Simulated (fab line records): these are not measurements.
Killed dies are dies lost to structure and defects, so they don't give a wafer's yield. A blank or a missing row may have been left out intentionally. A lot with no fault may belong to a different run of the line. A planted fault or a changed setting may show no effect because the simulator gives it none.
What tool caused it? -- flow gf180mcu -- Sampling: 12 lots, 36 wafers, 6 of 602 route steps

== WHAT THE GAUGES READ, wafer by wafer ==
GF_LVPWELL_OVL_MEAS_07. Usual: LVPWELL_OVL 0.6 nm, standard deviation 1.8.
lot,measured,on,LVPWELL_OVL (nm),flag
L564,day 3 20:02,overlay-01,-2.1 -1.4 -3.3,
L565,day 4 01:17,overlay-02,-0.3 -1.0 -0.8,
L566,day 4 11:04,overlay-02,-1.0 -1.5 0.0,
L567,day 4 14:29,overlay-01,3.6 0.3 1.5,
L570,day 5 09:25,overlay-01,4.0 3.2 3.2,
L571,day 5 12:13,overlay-02,-2.4 -1.0 -0.8,
L574,day 6 05:32,overlay-02,1.2 2.2 0.9,
L578,day 7 04:52,overlay-02,1.2 0.8 1.0,
L579,day 7 11:14,overlay-01,2.2 3.7 0.8,
L582,day 8 04:17,overlay-02,-1.7 -1.4 -2.3,
L586,day 9 03:40,overlay-01,2.8 2.1 2.4,
L587,day 9 12:22,overlay-02,2.3 1.6 0.0,

GF_MVSD_TW_MEAS_11. Usual: MVSD_TW 1574, standard deviation 12.
lot,measured,on,MVSD_TW,flag
L564,day 4 10:24,film metro-01,1551 1554 1557,
L565,day 4 16:19,film metro-01,1556 1553 1551,
L566,day 5 02:06,film metro-02,1569 1569 1576,
L567,day 5 04:49,film metro-04,1588 1575 1576,
L570,day 6 01:37,film metro-04,1581 1585 1578,
L571,day 6 04:20,film metro-04,1590 1587 1591,
L574,day 6 21:26,film metro-01,1305 1305 1309 1310 1303 1307,OFF
L578,day 7 20:58,film metro-04,1326 1325 1329 1336 1323 1324,OFF
L579,day 8 04:39,film metro-02,1317 1321 1333 1326 1323 1317,OFF
L582,day 8 22:13,film metro-01,1567 1564 1562,
L586,day 9 21:19,film metro-01,1562 1563 1559,
L587,day 10 06:51,film metro-01,1553 1552 1560,

GF_MVPSD_TW_MEAS_11. Usual: MVPSD_TW 553, standard deviation 4.
lot,measured,on,MVPSD_TW,flag
L564,day 5 00:27,film metro-04,555 557 555,
L565,day 5 06:35,film metro-01,547 544 546,
L566,day 5 16:57,film metro-04,559 555 557,
L567,day 5 20:20,film metro-04,552 554 552,
L570,day 6 16:32,film metro-04,558 557 553,
L571,day 6 19:09,film metro-04,555 557 557,
L574,day 7 13:12,film metro-02,553 552 550,
L578,day 8 13:51,film metro-01,550 545 550,
L579,day 8 21:51,film metro-04,554 555 553,
L582,day 9 15:58,film metro-01,548 547 546,
L586,day 10 15:34,film metro-04,555 560 556,
L587,day 11 01:27,film metro-04,559 556 556,

GF_VT_IMPLANT_RS_MEAS_46: uses a four-point probe to measure. Usual: MVSD_RS 456.7 ohm/sq, standard deviation 1.2.
lot,measured,on,MVSD_RS (ohm/sq),flag
L564,day 7 13:20,film metro-01,456.2 456.2 456.7,
L565,day 7 20:42,film metro-01,456.5 456.5 456.8,
L566,day 8 07:04,film metro-04,454.7 455.0 455.1,
L567,day 8 11:29,film metro-02,459.2 460.4 459.9,
L570,day 9 10:16,film metro-04,456.5 456.1 456.2,
L571,day 9 14:01,film metro-01,456.2 456.4 456.4,
L574,day 10 10:47,film metro-01,637.2 638.6 637.2 635.4 637.4 637.6,OFF
L578,day 11 14:20,film metro-04,640.3 640.0 640.9 639.4 640.8 641.7,OFF
L579,day 11 23:29,film metro-01,635.0 634.0 631.8 634.6 633.7 632.1,OFF
L582,day 12 19:51,film metro-04,456.1 455.2 456.2,
L586,day 13 23:17,film metro-02,456.8 458.0 456.7,
L587,day 14 09:02,film metro-04,456.7 457.9 457.8,

== EACH LOT AND THE TOOL THAT RAN IT (in order: tool; ch and the chambers of the sampled wafers; start) ==
lot,GF_STI_STRIP_15,GF_MVSD_IMPLANT_08
L564,"plasma asher-04 ch 0,1, day 2 00:47","implanter-04 ch 0, day 4 10:01"
L565,"plasma asher-04 ch 0,1, day 2 07:10","implanter-02 ch 0, day 4 15:56"
L566,"plasma asher-02 ch 0,1, day 2 14:26","implanter-02 ch 0, day 5 01:42"
L567,"plasma asher-01 ch 0,1, day 2 17:20","implanter-04 ch 0, day 5 04:28"
L570,"plasma asher-04 ch 0,1, day 3 08:32","implanter-04 ch 0, day 6 01:14"
L571,"plasma asher-01 ch 0,1, day 3 13:43","implanter-02 ch 0, day 6 03:56"
L574,"plasma asher-04 ch 0,1, day 4 06:14","implanter-04 ch 0, day 6 21:02"
L578,"plasma asher-02 ch 0,1, day 5 02:02","implanter-04 ch 0, day 7 20:35"
L579,"plasma asher-04 ch 0,1, day 5 07:53","implanter-04 ch 0, day 8 04:16"
L582,"plasma asher-02 ch 0,1, day 5 21:58","implanter-02 ch 0, day 8 21:50"
L586,"plasma asher-01 ch 0,1, day 6 21:02","implanter-02 ch 0, day 9 20:56"
L587,"plasma asher-04 ch 0,1, day 7 01:23","implanter-04 ch 0, day 10 06:28"
- GF_STI_STRIP_15: strips in O2/N2.
- GF_MVSD_IMPLANT_08

== AS READ BY THE TOOLS THEMSELVES (means over the sampled wafers that have a number; for cases with no such wafer, the mark the record gives instead) ==
GF_STI_STRIP_15. Usual: drypump motor current A 5.39 A, standard deviation 0.22; heater power w 343 W, standard deviation 55; oes product au 0.384 a.u., standard deviation 0.0045; platen temp c 250.00 C, standard deviation 0.16; strip time to endpoint s 3.72 s, standard deviation 0.048.
lot,tool,drypump motor current A (A),heater power w (W),oes product au (a.u.),platen temp c (C),strip time to endpoint s (s),flag
L564,plasma asher-04,5.46,356,0.377,249.81,3.65,
L565,plasma asher-04,5.45,362,0.384,250.02,3.70,
L566,plasma asher-02,5.23,294,0.391,250.15,3.77,
L567,plasma asher-01,5.52,345,0.385,249.89,3.73,
L570,plasma asher-04,5.27,410,0.386,249.81,3.71,
L571,plasma asher-01,5.53,342,0.385,249.89,3.75,
L574,plasma asher-04,5.47,360,0.384,250.09,3.73,
L578,plasma asher-02,5.28,291,0.385,250.01,3.71,
L579,plasma asher-04,5.26,409,0.386,250.08,3.72,
L582,plasma asher-02,5.34,308,0.383,249.99,3.72,
L586,plasma asher-01,5.51,340,0.389,250.22,3.76,
L587,plasma asher-04,5.27,402,0.382,250.11,3.69,

GF_MVSD_IMPLANT_08. Usual: dose ions cm2 1.6003e+13, standard deviation 1.4e+10; faraday current uA 90.0, standard deviation 1.7.
lot,tool,dose ions cm2,faraday current uA,flag
L564,implanter-04,1.5988e+13,89.6,
L565,implanter-02,1.6010e+13,90.7,
L566,implanter-02,1.5992e+13,89.6,
L567,implanter-04,1.5995e+13,90.2,
L570,implanter-04,1.6008e+13,88.9,
L571,implanter-02,1.6002e+13,91.0,
L574,implanter-04,8.1610e+12,46.6,OFF
L578,implanter-04,8.1430e+12,45.3,OFF
L579,implanter-04,8.1487e+12,46.0,OFF
L582,implanter-02,1.6005e+13,90.9,
L586,implanter-02,1.5991e+13,89.3,
L587,implanter-04,1.6013e+13,91.1,

== THE ANSWER, worked out from the rows above alone ==
Rule: a lot is off if the mean of its wafers that have a number lies more than 3 standard deviations from the usual mean. Also off: a lot with no number at a reading for which 4 or more lots have one. Any other lot the step has rows for is counted as sound. Order of review: gauges by route order, followed by the tools' own readings, for which a lot's mean as printed above is used. The first step at which some lot is off is used, and at that step the reading that is off furthest; a lot without a number counts as furthest.
Off: L574, L578, L579, seen at GF_MVSD_TW_MEAS_11 (MVSD_TW).
A tool fits if, at a process step before that reading, it ran every lot that is off, and no sound lot after the first of them. The gauges at GF_MVSD_TW_MEAS_11 aren't tried: what is off there is off at GF_MVSD_IMPLANT_08 too, on other tools, and a gauge's error can't cause that. None of those tried fits.

== WHAT THE SIMULATOR HAD INSERTED ==
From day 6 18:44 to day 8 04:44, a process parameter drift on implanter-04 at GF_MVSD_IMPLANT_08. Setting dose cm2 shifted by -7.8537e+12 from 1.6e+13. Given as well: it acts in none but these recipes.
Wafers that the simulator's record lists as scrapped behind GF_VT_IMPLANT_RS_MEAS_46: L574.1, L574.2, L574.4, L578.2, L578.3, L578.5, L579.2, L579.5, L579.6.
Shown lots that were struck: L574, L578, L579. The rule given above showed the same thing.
